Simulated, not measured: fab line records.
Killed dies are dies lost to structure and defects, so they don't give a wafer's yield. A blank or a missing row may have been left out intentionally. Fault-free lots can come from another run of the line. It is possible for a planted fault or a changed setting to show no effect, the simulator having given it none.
Chamber matching :: flow sky130 :: 4 sister chambers for SKY_VIA3_CMP_24 on cmp-02
The step polishes, stops on SiO2, t overpolish 20 s, target thk 0 nm. 4 wafers are shown with their chamber, then 7 later ones without.

## WAFERS, EACH WITH ITS CHAMBER
wafer: L283.5
chamber: 0
timeToEndpointS (s): 92

wafer: L283.6
chamber: 1
timeToEndpointS (s): 97

wafer: L286.2
chamber: 3
timeToEndpointS (s): 99

wafer: L286.4
chamber: 2
timeToEndpointS (s): 97

## WAFERS WHOSE CHAMBER IS MISSING
wafer: L286.5
timeToEndpointS (s): 99

wafer: L288.4
timeToEndpointS (s): 101

wafer: L288.5
timeToEndpointS (s): 97

wafer: L288.6
timeToEndpointS (s): 95

wafer: L289.1
timeToEndpointS (s): 96

wafer: L289.4
timeToEndpointS (s): 104

wafer: L289.5
timeToEndpointS (s): 97

## WHICH CHAMBER EACH ONE RAN IN
wafer: L286.5
from the rows above: can't be placed: 3 or 1 or 2
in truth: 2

wafer: L288.4
from the rows above: can't be placed: 3 or 1 or 2
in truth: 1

wafer: L288.5
from the rows above: can't be placed: 1 or 2 or 3
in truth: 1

wafer: L288.6
from the rows above: can't be placed: 1 or 2 or 0 or 3
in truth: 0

wafer: L289.1
from the rows above: can't be placed: 1 or 2 or 3 or 0
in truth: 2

wafer: L289.4
from the rows above: can't be placed: 3 or 1 or 2
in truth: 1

wafer: L289.5
from the rows above: can't be placed: 1 or 2 or 3
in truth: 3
Placed correctly: 0 of 7. Not placeable from these rows: 7 (in 7, the candidates include the true chamber). 0 placed wrongly.
How it was worked out, from the rows above alone: a wafer's distance from a chamber is the root of the sum, over the readings, of the square of ((its reading less the chamber's mean) divided by the reading's scatter). If the next closest chamber is less than 2 further off than the closest, the wafer can't be placed; otherwise it belongs to the closest. The mean given for a chamber averages the wafers shown for that chamber. The scatter (one wafer shown for each chamber): square how far every hidden wafer sits from the nearest shown wafer, average those squares and take the square root.
